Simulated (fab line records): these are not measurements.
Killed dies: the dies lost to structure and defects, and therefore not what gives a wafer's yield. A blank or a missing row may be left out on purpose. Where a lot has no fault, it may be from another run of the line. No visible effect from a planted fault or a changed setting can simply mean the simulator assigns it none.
fab line records ; flow gf180mcu
record lots=24; wafers=72; lastDay=34
route steps=602 shown M3@409 V3@446 V4@481 TOP_METAL@582
lots with no fault: from the same line, run without faults
startH: hours from the record's opening day to when the first of the lot's shown wafers began ; waitH: how many hours have passed since the lot's step before this one ; " repeats the value in the row above ; L1.1+2: one row covering several wafers at once ; - no value, or no start was given ; * or withheld: withheld ; < > ~ a bound
route shown NAME@n: a module of which the file shows steps, and the number in the route of the first ; usual: the fault-free wafers' mean and standard deviation ; same: alike in all rows ; chamber/n: place in a boat ; sites: readings site by site ; _std_site: the values' standard deviation ; _edge_site: outer sites' mean less inner sites' ; radiusMm: for every site, how far away it sits from the centre of the wafer ; mask NAME#n: copy n ; behind: the most recent tool/chamber to have shaped the wafer ; hold: why the lot was held/for how many hours/how that ended ; device: whichever transistor did not switch (one of n, p or np) ; end of line: the same wafers' tests at the end of the route ; for a step that has no rows: nothing shown but its recipe ; killed: the dies lost at the first sort to structure and to defects; this is not the yield of the wafer ; map: a wafer's dies, marking killed ones x, the rest . and places with no die _
set.NAME: the setting that was run; set.NAME@STEP: the one run at that earlier step ; model.NAME: the simulator's own value behind a step, which no gauge read
one table for each step of the route and one row for each wafer, over a sample of lots
services: the hour from which a tool's chamber was out of use, counted from the record's first day as startH (under 0 if before that day), plus the number of hours and why
## steps
# step GF_M3_SPUTTER_00
# recipe material=Ti; targetThkNm=37.5; arrivingIonEnergyEv=80; substrateTempC=200; chamberPressurePa=2; powerW=4000; timeS=150
# usual throttleValvePct=30.1/0.96
lot.wafer;tool;chamber;startH;waitH;throttleValvePct
L074.1;pvdSputter-02;-;460.45;0.2;30.3
L074.2;pvdSputter-02;-;460.45;0.2;29.2
L074.3;pvdSputter-02;-;460.45;0.2;30.3
L075.1;pvdSputter-03;-;469.64;0.1;30.8
L075.2;pvdSputter-03;-;469.64;0.1;29.3
L075.5;pvdSputter-03;-;469.64;0.1;29.4
L076.1;pvdSputter-02;-;483.28;0.2;30.1
L076.4;pvdSputter-02;-;483.28;0.2;30.5
L076.5;pvdSputter-02;-;483.28;0.2;30.6
L077.1;pvdSputter-03;-;491.04;0.1;31.2
L077.2;pvdSputter-03;-;491.04;0.1;32.1
L077.6;pvdSputter-03;-;491.04;0.1;29.2
L078.1;pvdSputter-04;-;503.68;0.2;31.5
L078.3;pvdSputter-04;-;503.68;0.2;29.8
L078.6;pvdSputter-04;-;503.68;0.2;28.7
L079.2;pvdSputter-04;-;510.44;0.1;29.2
L079.4;pvdSputter-04;-;510.44;0.1;28.9
L079.5;pvdSputter-04;-;510.44;0.1;30.0
L080.1;pvdSputter-03;-;521.13;0.2;29.5
L080.5;pvdSputter-03;-;521.13;0.2;31.4
L080.6;pvdSputter-03;-;521.13;0.2;31.0
L081.3;pvdSputter-04;-;533.72;0.1;28.8
L081.4;pvdSputter-04;-;533.72;0.1;28.8
L081.5;pvdSputter-04;-;533.72;0.1;28.9
L082.2;pvdSputter-02;-;534.02;0.2;29.1
L082.4;pvdSputter-02;-;534.02;0.2;29.3
L082.5;pvdSputter-02;-;534.02;0.2;29.5
L083.2;pvdSputter-04;-;550.48;0.2;29.0
L083.5;pvdSputter-04;-;550.48;0.2;29.9
L083.6;pvdSputter-04;-;550.48;0.2;28.8
L084.2;pvdSputter-04;-;558.74;0.1;28.9
L084.5;pvdSputter-04;-;558.74;0.1;29.9
L084.6;pvdSputter-04;-;558.74;0.1;29.0
L085.1;pvdSputter-02;-;560.21;0.2;30.4
L085.4;pvdSputter-02;-;560.21;0.2;29.2
L085.6;pvdSputter-02;-;560.21;0.2;30.3
L086.1;pvdSputter-02;-;568.24;0.1;29.5
L086.2;pvdSputter-02;-;568.24;0.1;30.4
L086.3;pvdSputter-02;-;568.24;0.1;29.2
L087.3;pvdSputter-03;-;577.20;0.2;31.2
L087.4;pvdSputter-03;-;577.20;0.2;29.3
L087.6;pvdSputter-03;-;577.20;0.2;29.1
L088.1;pvdSputter-04;-;586.14;0.1;29.0
L088.4;pvdSputter-04;-;586.14;0.1;31.5
L088.6;pvdSputter-04;-;586.14;0.1;28.9
L089.1;pvdSputter-02;-;593.21;0.1;30.4
L089.4;pvdSputter-02;-;593.21;0.1;30.6
L089.6;pvdSputter-02;-;593.21;0.1;30.1
L090.4;pvdSputter-03;-;607.69;0.1;31.7
L090.5;pvdSputter-03;-;607.69;0.1;31.3
L090.6;pvdSputter-03;-;607.69;0.1;30.8
L091.1;pvdSputter-02;-;608.93;0.2;30.2
L091.4;pvdSputter-02;-;608.93;0.2;30.6
L091.6;pvdSputter-02;-;608.93;0.2;29.2
L092.1;pvdSputter-02;-;614.38;0.1;30.2
L092.3;pvdSputter-02;-;614.38;0.1;30.2
L092.5;pvdSputter-02;-;614.38;0.1;30.2
L093.3;pvdSputter-03;-;624.14;0.2;31.3
L093.4;pvdSputter-03;-;624.14;0.2;29.3
L093.5;pvdSputter-03;-;624.14;0.2;31.0
L094.3;pvdSputter-03;-;631.84;0.2;29.2
L094.5;pvdSputter-03;-;631.84;0.2;30.6
L094.6;pvdSputter-03;-;631.84;0.2;31.9
L095.1;pvdSputter-03;-;642.70;0.1;29.0
L095.3;pvdSputter-03;-;642.70;0.1;32.0
L095.6;pvdSputter-03;-;642.70;0.1;31.1
L096.2;pvdSputter-04;-;645.47;0.2;28.9
L096.3;pvdSputter-04;-;645.47;0.2;28.8
L096.5;pvdSputter-04;-;645.47;0.2;29.1
L097.1;pvdSputter-03;-;647.48;0.1;32.0
L097.5;pvdSputter-03;-;647.48;0.1;31.1
L097.6;pvdSputter-03;-;647.48;0.1;30.7
# step GF_V3_ETCH_17
# recipe chemistry=C4F8/O2/Ar; maskMaterial=KrF; target=SiO2; stopOn=TiN; sourceW=1500; biasW=1200; pressureMtorr=40; c4f8FlowSccm=withheld; O2_flow_sccm=6; Ar_flow_sccm=300; timeS=withheld; targetDepthA=6350
# usual chamberPressureMTorr=40.00/0.041; oesProductAu=0.856/0.0046
lot.wafer;tool;chamber;startH;waitH;chamberPressureMTorr;oesProductAu
L074.1;rieDiel-01;0;-;-;40.03;0.853
L074.2;rieDiel-01;3;-;-;39.97;0.866
L074.3;rieDiel-01;1;-;-;39.95;0.865
L075.1;rieDiel-01;1;-;-;39.94;0.847
L075.2;rieDiel-01;3;-;-;40.03;0.850
L075.5;rieDiel-01;3;-;-;40.03;0.857
L076.1;rieDiel-02;3;-;-;39.97;0.850
L076.4;rieDiel-02;0;-;-;40.00;0.859
L076.5;rieDiel-02;0;-;-;40.03;0.855
L077.1;rieDiel-01;1;-;-;40.02;0.864
L077.2;rieDiel-01;2;-;-;39.98;0.855
L077.6;rieDiel-01;2;-;-;40.03;0.854
L078.1;rieDiel-01;3;-;-;40.05;0.861
L078.3;rieDiel-01;1;-;-;39.96;0.856
L078.6;rieDiel-01;0;-;-;40.04;0.850
L079.2;rieDiel-04;1;-;-;39.97;0.849
L079.4;rieDiel-04;2;-;-;40.03;0.852
L079.5;rieDiel-04;3;-;-;39.98;0.855
L080.1;rieDiel-04;2;-;-;40.01;0.864
L080.5;rieDiel-04;2;-;-;40.06;0.848
L080.6;rieDiel-04;1;-;-;40.02;0.849
L081.3;rieDiel-04;1;-;-;40.01;0.850
L081.4;rieDiel-04;0;-;-;40.03;0.850
L081.5;rieDiel-04;3;-;-;40.00;0.858
L082.2;rieDiel-01;2;-;-;39.98;0.860
L082.4;rieDiel-01;3;-;-;40.02;0.855
L082.5;rieDiel-01;2;-;-;40.08;0.860
L083.2;rieDiel-01;0;-;-;39.89;0.854
L083.5;rieDiel-01;3;-;-;40.01;0.855
L083.6;rieDiel-01;2;-;-;39.98;0.853
L084.2;rieDiel-01;3;-;-;39.98;0.851
L084.5;rieDiel-01;0;-;-;40.09;0.861
L084.6;rieDiel-01;1;-;-;40.03;0.853
L085.1;rieDiel-01;0;-;-;39.99;0.853
L085.4;rieDiel-01;2;-;-;39.96;0.856
L085.6;rieDiel-01;3;-;-;40.05;0.854
L086.1;rieDiel-02;0;-;-;39.92;0.854
L086.2;rieDiel-02;3;-;-;40.07;0.854
L086.3;rieDiel-02;1;-;-;39.99;0.852
L087.3;rieDiel-01;0;-;-;39.97;0.865
L087.4;rieDiel-01;2;-;-;39.98;0.857
L087.6;rieDiel-01;1;-;-;40.03;0.860
L088.1;rieDiel-04;3;-;-;40.05;0.859
L088.4;rieDiel-04;3;-;-;39.94;0.858
L088.6;rieDiel-04;0;-;-;40.10;0.849
L089.1;rieDiel-04;1;-;-;40.00;0.857
L089.4;rieDiel-04;1;-;-;40.01;0.857
L089.6;rieDiel-04;3;-;-;39.99;0.854
L090.4;rieDiel-02;0;-;-;39.99;0.856
L090.5;rieDiel-02;1;-;-;39.95;0.857
L090.6;rieDiel-02;2;-;-;39.98;0.859
L091.1;rieDiel-01;2;-;-;40.02;0.854
L091.4;rieDiel-01;0;-;-;40.03;0.856
L091.6;rieDiel-01;3;-;-;40.01;0.859
L092.1;rieDiel-02;0;-;-;40.00;0.853
L092.3;rieDiel-02;3;-;-;39.95;0.861
L092.5;rieDiel-02;3;-;-;40.00;0.855
L093.3;rieDiel-04;3;-;-;39.93;0.861
L093.4;rieDiel-04;0;-;-;39.92;0.861
L093.5;rieDiel-04;2;-;-;39.98;0.858
L094.3;rieDiel-01;3;-;-;40.00;0.865
L094.5;rieDiel-01;3;-;-;40.00;0.863
L094.6;rieDiel-01;2;-;-;40.00;0.851
L095.1;rieDiel-04;1;-;-;40.00;0.856
L095.3;rieDiel-04;3;-;-;39.96;0.847
L095.6;rieDiel-04;0;-;-;39.93;0.852
L096.2;rieDiel-01;2;-;-;40.04;0.846
L096.3;rieDiel-01;0;-;-;40.04;0.865
L096.5;rieDiel-01;3;-;-;40.00;0.861
L097.1;rieDiel-04;0;-;-;40.00;0.855
L097.5;rieDiel-04;2;-;-;40.03;0.854
L097.6;rieDiel-04;1;-;-;40.00;0.855
# step GF_V4_BOW_MEAS_05
# recipe mode=bow
# usual V4_BOW=134/9.3
lot.wafer;tool;chamber;startH;waitH;V4_BOW[um]
L074.1;filmMetro-02;-;534.95;0.2;156
L074.2;filmMetro-02;-;534.95;0.2;140
L074.3;filmMetro-02;-;534.95;0.2;145
L075.1;filmMetro-02;-;543.76;0.2;131
L075.2;filmMetro-02;-;543.76;0.2;133
L075.5;filmMetro-02;-;543.76;0.2;133
L076.1;filmMetro-02;-;556.63;0.2;136
L076.4;filmMetro-02;-;556.63;0.2;147
L076.5;filmMetro-02;-;556.63;0.2;147
L077.1;filmMetro-04;-;564.02;0.2;132
L077.2;filmMetro-04;-;564.02;0.2;128
L077.6;filmMetro-04;-;564.02;0.2;121
L078.1;filmMetro-03;-;577.41;0.1;129
L078.3;filmMetro-03;-;577.41;0.1;137
L078.6;filmMetro-03;-;577.41;0.1;152
L079.2;filmMetro-04;-;583.18;0.2;141
L079.4;filmMetro-04;-;583.18;0.2;130
L079.5;filmMetro-04;-;583.18;0.2;117
L080.1;filmMetro-03;-;591.41;0.2;123
L080.5;filmMetro-03;-;591.41;0.2;119
L080.6;filmMetro-03;-;591.41;0.2;127
L081.3;filmMetro-02;-;604.21;0.2;145
L081.4;filmMetro-02;-;604.21;0.2;145
L081.5;filmMetro-02;-;604.21;0.2;143
L082.2;filmMetro-04;-;604.31;0.1;140
L082.4;filmMetro-04;-;604.31;0.1;115
L082.5;filmMetro-04;-;604.31;0.1;132
L083.2;filmMetro-04;-;621.21;0.2;118
L083.5;filmMetro-04;-;621.21;0.2;140
L083.6;filmMetro-04;-;621.21;0.2;120
L084.2;filmMetro-03;-;628.41;0.3;136
L084.5;filmMetro-03;-;628.41;0.3;134
L084.6;filmMetro-03;-;628.41;0.3;138
L085.1;filmMetro-04;-;629.21;0.1;122
L085.4;filmMetro-04;-;629.21;0.1;136
L085.6;filmMetro-04;-;629.21;0.1;137
L086.1;filmMetro-03;-;634.87;0.1;143
L086.2;filmMetro-03;-;634.87;0.1;139
L086.3;filmMetro-03;-;634.87;0.1;137
L087.3;filmMetro-04;-;644.10;0.1;138
L087.4;filmMetro-04;-;644.10;0.1;132
L087.6;filmMetro-04;-;644.10;0.1;135
L088.1;filmMetro-02;-;652.40;0.1;121
L088.4;filmMetro-02;-;652.40;0.1;123
L088.6;filmMetro-02;-;652.40;0.1;122
L089.1;filmMetro-03;-;658.39;0.1;126
L089.4;filmMetro-03;-;658.39;0.1;130
L089.6;filmMetro-03;-;658.39;0.1;139
L090.4;filmMetro-04;-;671.52;0.3;142
L090.5;filmMetro-04;-;671.52;0.3;137
L090.6;filmMetro-04;-;671.52;0.3;155
L091.1;filmMetro-04;-;673.27;0.2;134
L091.4;filmMetro-04;-;673.27;0.2;136
L091.6;filmMetro-04;-;673.27;0.2;132
L092.1;filmMetro-04;-;679.88;0.2;125
L092.3;filmMetro-04;-;679.88;0.2;127
L092.5;filmMetro-04;-;679.88;0.2;139
L093.3;filmMetro-03;-;687.32;0.1;124
L093.4;filmMetro-03;-;687.32;0.1;124
L093.5;filmMetro-03;-;687.32;0.1;123
L094.3;filmMetro-04;-;694.24;0.2;131
L094.5;filmMetro-04;-;694.24;0.2;132
L094.6;filmMetro-04;-;694.24;0.2;130
L095.1;filmMetro-04;-;704.83;0.2;143
L095.3;filmMetro-04;-;704.83;0.2;144
L095.6;filmMetro-04;-;704.83;0.2;136
L096.2;filmMetro-02;-;707.66;0.2;146
L096.3;filmMetro-02;-;707.66;0.2;150
L096.5;filmMetro-02;-;707.66;0.2;149
L097.1;filmMetro-03;-;708.60;0.1;124
L097.5;filmMetro-03;-;708.60;0.1;125
L097.6;filmMetro-03;-;708.60;0.1;120
# step GF_V4_RS_MEAS_24
# recipe thkMeasGauge=four-point-probe; reads=W_of_V4_CVD_23+TiN_of_V4_SPUTTER_22+Ti_of_V4_SPUTTER_21
# usual V4_W_RS=0.328/0.0034
lot.wafer;tool;chamber;startH;waitH;V4_W_RS[ohm/sq]
L074.1;filmMetro-04;-;558.66;0.1;0.325
L074.2;filmMetro-04;-;558.66;0.1;0.326
L074.3;filmMetro-04;-;558.66;0.1;0.325
L075.1;filmMetro-02;-;566.55;0.1;0.327
L075.2;filmMetro-02;-;566.55;0.1;0.329
L075.5;filmMetro-02;-;566.55;0.1;0.327
L076.1;filmMetro-04;-;579.39;0.1;0.332
L076.4;filmMetro-04;-;579.39;0.1;0.329
L076.5;filmMetro-04;-;579.39;0.1;0.332
L077.1;filmMetro-02;-;585.28;0.1;0.325
L077.2;filmMetro-02;-;585.28;0.1;0.322
L077.6;filmMetro-02;-;585.28;0.1;0.331
L078.1;filmMetro-04;-;599.88;0.2;0.326
L078.3;filmMetro-04;-;599.88;0.2;0.327
L078.6;filmMetro-04;-;599.88;0.2;0.327
L079.2;filmMetro-03;-;605.25;0.1;0.331
L079.4;filmMetro-03;-;605.25;0.1;0.331
L079.5;filmMetro-03;-;605.25;0.1;0.332
L080.1;filmMetro-02;-;613.69;0.1;0.326
L080.5;filmMetro-02;-;613.69;0.1;0.328
L080.6;filmMetro-02;-;613.69;0.1;0.328
L082.2;filmMetro-02;-;625.22;0.1;0.330
L082.4;filmMetro-02;-;625.22;0.1;0.327
L082.5;filmMetro-02;-;625.22;0.1;0.329
L081.3;filmMetro-03;-;625.55;0.1;0.331
L081.4;filmMetro-03;-;625.55;0.1;0.326
L081.5;filmMetro-03;-;625.55;0.1;0.329
L083.2;filmMetro-02;-;641.84;0.1;0.325
L083.5;filmMetro-02;-;641.84;0.1;0.325
L083.6;filmMetro-02;-;641.84;0.1;0.326
L084.2;filmMetro-03;-;649.89;0.1;0.330
L084.5;filmMetro-03;-;649.89;0.1;0.332
L084.6;filmMetro-03;-;649.89;0.1;0.329
L085.1;filmMetro-04;-;650.80;0.1;0.328
L085.4;filmMetro-04;-;650.80;0.1;0.329
L085.6;filmMetro-04;-;650.80;0.1;0.333
L086.1;filmMetro-02;-;655.57;0.1;0.326
L086.2;filmMetro-02;-;655.57;0.1;0.323
L086.3;filmMetro-02;-;655.57;0.1;0.326
L087.3;filmMetro-04;-;664.76;0.1;0.328
L087.4;filmMetro-04;-;664.76;0.1;0.325
L087.6;filmMetro-04;-;664.76;0.1;0.325
L088.1;filmMetro-04;-;671.96;0.1;0.332
L088.4;filmMetro-04;-;671.96;0.1;0.323
L088.6;filmMetro-04;-;671.96;0.1;0.332
L089.1;filmMetro-03;-;679.01;0.1;0.327
L089.4;filmMetro-03;-;679.01;0.1;0.328
L089.6;filmMetro-03;-;679.01;0.1;0.326
L090.4;filmMetro-04;-;691.45;0.1;0.329
L090.5;filmMetro-04;-;691.45;0.1;0.329
L090.6;filmMetro-04;-;691.45;0.1;0.329
L091.1;filmMetro-03;-;693.42;0.1;0.327
L091.4;filmMetro-03;-;693.42;0.1;0.323
L091.6;filmMetro-03;-;693.42;0.1;0.325
L092.1;filmMetro-04;-;699.52;0.1;0.330
L092.3;filmMetro-04;-;699.52;0.1;0.326
L092.5;filmMetro-04;-;699.52;0.1;0.332
L093.3;filmMetro-04;-;707.00;0.2;0.335
L093.4;filmMetro-04;-;707.00;0.2;0.332
L093.5;filmMetro-04;-;707.00;0.2;0.335
L094.3;filmMetro-04;-;713.26;0.2;0.329
L094.5;filmMetro-04;-;713.26;0.2;0.327
L094.6;filmMetro-04;-;713.26;0.2;0.325
L095.1;filmMetro-03;-;723.85;0.1;0.333
L095.3;filmMetro-03;-;723.85;0.1;0.328
L095.6;filmMetro-03;-;723.85;0.1;0.334
L096.2;filmMetro-02;-;726.25;0.1;0.323
L096.3;filmMetro-02;-;726.25;0.1;0.319
L096.5;filmMetro-02;-;726.25;0.1;0.322
L097.1;filmMetro-03;-;727.94;0.1;0.325
L097.5;filmMetro-03;-;727.94;0.1;0.325
L097.6;filmMetro-03;-;727.94;0.1;0.329
# step GF_V4_CMP_26
# recipe stopOn=SiO2; downForcePsi=3.5; platenRpm=60; tOverpolishS=15; targetThkNm=0; padVelocityMS=0.94248
# usual motorCurrentA=10.3/1; overpolishRunS=14.999/0.0087; slurryFilterDpKPa=13.51/0.12; timeToEndpointS=84.6/2.7
lot.wafer;tool;chamber;startH;waitH;motorCurrentA;overpolishRunS;slurryFilterDpKPa;timeToEndpointS
L074.1;cmp-02;3;558.84;0.1;8.1;15.008;13.63;83.0
L074.2;cmp-02;1;558.84;0.1;11.0;14.992;13.54;81.1
L074.3;cmp-02;2;558.84;0.1;9.7;15.000;13.58;80.7
L075.2;cmp-02;1;566.78;0.1;10.6;14.984;13.56;86.4
L075.1;cmp-02;2;566.78;0.1;9.8;15.001;13.41;83.9
L075.5;cmp-02;1;566.78;0.1;10.7;14.993;13.50;84.0
L076.1;cmp-02;2;579.57;0.1;10.3;15.011;13.43;87.2
L076.4;cmp-02;3;579.57;0.1;8.8;14.997;13.20;86.8
L076.5;cmp-02;3;579.57;0.1;8.8;14.990;13.53;83.5
L077.1;cmp-01;0;585.46;0.1;10.4;15.000;13.37;85.5
L077.2;cmp-01;3;585.46;0.1;11.5;15.002;13.65;83.2
L077.6;cmp-01;1;585.46;0.1;9.2;14.995;13.47;81.9
L078.1;cmp-01;0;600.06;0.1;10.5;15.005;13.57;88.9
L078.3;cmp-01;3;600.06;0.1;10.3;15.013;13.64;87.2
L078.6;cmp-01;0;600.06;0.1;10.4;14.993;13.43;90.8
L079.4;cmp-01;2;605.41;0.0;11.7;15.000;13.25;82.7
L079.2;cmp-01;1;605.41;0.0;8.9;15.004;13.39;84.1
L079.5;cmp-01;3;605.41;0.0;10.4;15.013;13.41;83.1
L080.1;cmp-02;2;613.87;0.1;9.7;14.994;13.34;88.6
L080.5;cmp-02;2;613.87;0.1;9.4;14.988;13.66;86.0
L080.6;cmp-02;3;613.87;0.1;8.5;14.983;13.51;90.1
L082.4;cmp-01;1;625.38;0.0;9.4;15.006;13.50;87.6
L082.2;cmp-01;3;625.38;0.0;10.8;15.009;13.50;84.4
L082.5;cmp-01;2;625.38;0.0;11.8;14.981;13.66;84.5
L081.4;cmp-02;2;625.74;0.1;9.6;14.996;13.53;86.9
L081.3;cmp-02;0;625.74;0.1;11.1;15.005;13.61;85.4
L081.5;cmp-02;1;625.74;0.1;10.8;15.005;13.51;85.5
L083.2;cmp-01;2;642.05;0.1;11.2;14.993;13.62;86.6
L083.5;cmp-01;1;642.05;0.1;9.4;15.004;13.48;86.1
L083.6;cmp-01;2;642.05;0.1;11.0;14.995;13.55;86.6
L084.2;cmp-02;1;650.10;0.1;10.9;15.011;13.45;81.5
L084.6;cmp-02;0;650.10;0.1;11.1;15.003;13.61;85.2
L084.5;cmp-02;1;650.10;0.1;11.2;14.993;13.63;84.1
L085.4;cmp-02;0;650.98;0.0;11.2;15.001;13.52;88.1
L085.1;cmp-02;2;650.98;0.0;9.8;15.008;13.55;88.8
L085.6;cmp-02;0;650.98;0.0;10.8;14.993;13.50;85.6
L086.3;cmp-01;1;655.75;0.0;9.2;14.998;13.39;80.8
L086.2;cmp-01;2;655.75;0.0;11.2;14.988;13.56;84.3
L086.1;cmp-01;0;655.75;0.0;10.5;14.986;13.62;85.3
L087.4;cmp-02;0;664.90;0.0;11.7;14.996;13.49;86.0
L087.3;cmp-02;2;664.90;0.0;9.4;14.998;13.55;84.6
L087.6;cmp-02;1;664.90;0.0;11.2;14.987;13.40;88.4
L088.1;cmp-01;0;672.14;0.1;10.6;15.006;13.72;86.9
L088.4;cmp-01;1;672.14;0.1;9.7;15.000;13.24;87.1
L088.6;cmp-01;0;672.14;0.1;10.7;14.989;13.48;85.2
L089.1;cmp-01;2;679.29;0.1;11.5;15.008;13.57;85.7
L089.4;cmp-01;3;679.29;0.1;10.6;15.015;13.63;87.4
L089.6;cmp-01;0;679.29;0.1;10.9;15.010;13.71;88.5
L090.4;cmp-02;2;691.67;0.1;9.6;15.007;13.58;84.3
L090.5;cmp-02;0;691.67;0.1;10.5;14.989;13.64;84.7
L090.6;cmp-02;1;691.67;0.1;11.0;14.987;13.35;80.9
L091.1;cmp-02;1;693.60;0.1;10.6;14.988;13.29;77.9
L091.4;cmp-02;2;693.60;0.1;9.1;14.984;13.75;84.0
L091.6;cmp-02;2;693.60;0.1;9.2;15.005;13.65;83.2
L092.1;cmp-01;0;699.70;0.1;10.4;15.005;13.42;83.4
L092.3;cmp-01;2;699.70;0.1;11.4;15.007;13.24;85.5
L092.5;cmp-01;1;699.70;0.1;9.4;14.997;13.33;83.0
L093.3;cmp-01;1;707.24;0.1;9.1;14.998;13.61;78.3
L093.4;cmp-01;2;707.24;0.1;12.0;14.991;13.69;81.4
L093.5;cmp-01;0;707.24;0.1;10.4;15.003;13.62;77.6
L094.3;cmp-02;1;713.55;0.2;11.4;15.007;13.48;85.5
L094.5;cmp-02;2;713.55;0.2;9.4;15.003;13.58;84.8
L094.6;cmp-02;3;713.55;0.2;8.5;14.988;13.72;88.4
L095.1;cmp-01;0;724.13;0.1;10.9;15.002;13.45;84.2
L095.3;cmp-01;1;724.13;0.1;9.2;15.003;13.30;84.9
L095.6;cmp-01;2;724.13;0.1;11.6;15.018;13.62;87.0
L096.2;cmp-02;0;726.46;0.1;10.7;15.005;13.65;87.6
L096.3;cmp-02;1;726.46;0.1;10.9;15.006;13.47;83.8
L096.5;cmp-02;0;726.46;0.1;11.6;14.994;13.65;88.1
L097.1;cmp-01;1;728.17;0.1;9.8;15.007;13.51;83.2
L097.6;cmp-01;0;728.17;0.1;10.5;15.001;13.36;80.4
L097.5;cmp-01;1;728.17;0.1;9.4;15.023;13.62;82.2
# step GF_TOP_METAL_OVL_MEAS_15
# usual TOP_METAL_OVL=0.2/1.4
lot.wafer;tool;chamber;startH;waitH;TOP_METAL_OVL[nm]
L074.1;overlay-01;-;647.14;0.1;2.2
L074.2;overlay-01;-;647.14;0.1;2.9
L074.3;overlay-01;-;647.14;0.1;0.7
L075.1;overlay-01;-;653.09;0.1;1.1
L075.2;overlay-01;-;653.09;0.1;0.4
L075.5;overlay-01;-;653.09;0.1;2.2
L076.1;overlay-01;-;665.11;0.1;3.0
L076.4;overlay-01;-;665.11;0.1;1.8
L076.5;overlay-01;-;665.11;0.1;0.1
L077.1;overlay-01;-;670.64;0.1;-0.8
L077.2;overlay-01;-;670.64;0.1;-0.3
L077.6;overlay-01;-;670.64;0.1;0.6
L078.1;overlay-01;-;681.56;0.1;-1.3
L078.3;overlay-01;-;681.56;0.1;0.1
L078.6;overlay-01;-;681.56;0.1;-1.5
L079.2;overlay-01;-;689.85;0.1;2.8
L079.4;overlay-01;-;689.85;0.1;1.1
L079.5;overlay-01;-;689.85;0.1;2.7
L080.1;overlay-01;-;696.74;0.1;-1.2
L080.5;overlay-01;-;696.74;0.1;-0.6
L080.6;overlay-01;-;696.74;0.1;0.2
L082.2;overlay-01;-;706.87;0.1;1.3
L082.4;overlay-01;-;706.87;0.1;-1.9
L082.5;overlay-01;-;706.87;0.1;-1.6
L081.3;overlay-01;-;707.34;0.1;0.1
L081.4;overlay-01;-;707.34;0.1;0.4
L081.5;overlay-01;-;707.34;0.1;0.3
L083.2;overlay-01;-;720.37;0.1;-0.7
L083.5;overlay-01;-;720.37;0.1;1.2
L083.6;overlay-01;-;720.37;0.1;0.0
L084.2;overlay-01;-;727.63;0.1;-1.2
L084.5;overlay-01;-;727.63;0.1;-0.8
L084.6;overlay-01;-;727.63;0.1;-0.2
L085.1;overlay-01;-;729.84;0.1;1.8
L085.4;overlay-01;-;729.84;0.1;-0.6
L085.6;overlay-01;-;729.84;0.1;1.3
L086.1;overlay-01;-;732.89;0.1;1.5
L086.2;overlay-01;-;732.89;0.1;2.7
L086.3;overlay-01;-;732.89;0.1;1.6
L087.3;overlay-01;-;742.05;0.1;0.3
L087.4;overlay-01;-;742.05;0.1;0.8
L087.6;overlay-01;-;742.05;0.1;0.2
L088.1;overlay-01;-;749.44;0.1;-0.1
L088.4;overlay-01;-;749.44;0.1;2.2
L088.6;overlay-01;-;749.44;0.1;0.8
L089.1;overlay-01;-;755.19;0.1;-0.7
L089.4;overlay-01;-;755.19;0.1;-1.7
L089.6;overlay-01;-;755.19;0.1;-0.7
L090.4;overlay-01;-;765.19;0.1;0.2
L090.5;overlay-01;-;765.19;0.1;1.9
L090.6;overlay-01;-;765.19;0.1;0.6
L091.1;overlay-01;-;766.54;0.1;2.7
L091.4;overlay-01;-;766.54;0.1;0.5
L091.6;overlay-01;-;766.54;0.1;1.2
L092.1;overlay-01;-;771.79;0.1;-2.7
L092.3;overlay-01;-;771.79;0.1;0.9
L092.5;overlay-01;-;771.79;0.1;0.7
L093.3;overlay-02;-;779.17;0.1;-0.2
L093.4;overlay-02;-;779.17;0.1;0.2
L093.5;overlay-02;-;779.17;0.1;0.9
L094.3;overlay-02;-;784.07;0.1;-1.8
L094.5;overlay-02;-;784.07;0.1;-0.7
L094.6;overlay-02;-;784.07;0.1;-0.4
L095.1;overlay-02;-;793.86;0.1;0.7
L095.3;overlay-02;-;793.86;0.1;-1.2
L095.6;overlay-02;-;793.86;0.1;-0.2
L096.2;overlay-02;-;796.10;0.1;-2.9
L096.3;overlay-02;-;796.10;0.1;-1.3
L096.5;overlay-02;-;796.10;0.1;-2.3
L097.1;overlay-01;-;798.11;0.1;0.5
L097.5;overlay-01;-;798.11;0.1;-0.8
L097.6;overlay-01;-;798.11;0.1;0.2
## services
tool;chamber;startH;hours;kind
rieDiel-04;1;441.36;9.6;repair
rieDiel-01;2;442.68;5.8;repair
rieDiel-01;3;449.84;6.1;repair
rieDiel-01;0;462.13;12.3;repair
rieDiel-01;-;478.57;2.8;pm
rieDiel-04;1;482.65;1.8;repair
cmp-02;-;493.21;12.0;pm
cmp-02;-;506.31;1.1;repair
rieDiel-01;2;507.39;8.4;repair
cmp-02;-;532.14;2.1;pm
pvdSputter-03;-;558.30;1.1;repair
cmp-01;-;564.08;6.5;pm
rieDiel-04;1;571.97;4.5;repair
cmp-02;-;572.00;4.0;pm
cmp-01;-;579.25;1.5;repair
cmp-02;-;584.14;0.7;repair
rieDiel-01;-;598.75;0.5;repair
cmp-02;-;637.40;0.8;repair
rieDiel-01;3;640.09;5.3;repair
rieDiel-01;1;643.30;2.7;repair
cmp-02;-;669.78;0.3;repair
cmp-01;-;679.96;1.6;repair
cmp-01;-;705.32;0.5;repair
rieDiel-01;2;706.43;21.5;repair
## key
fault none
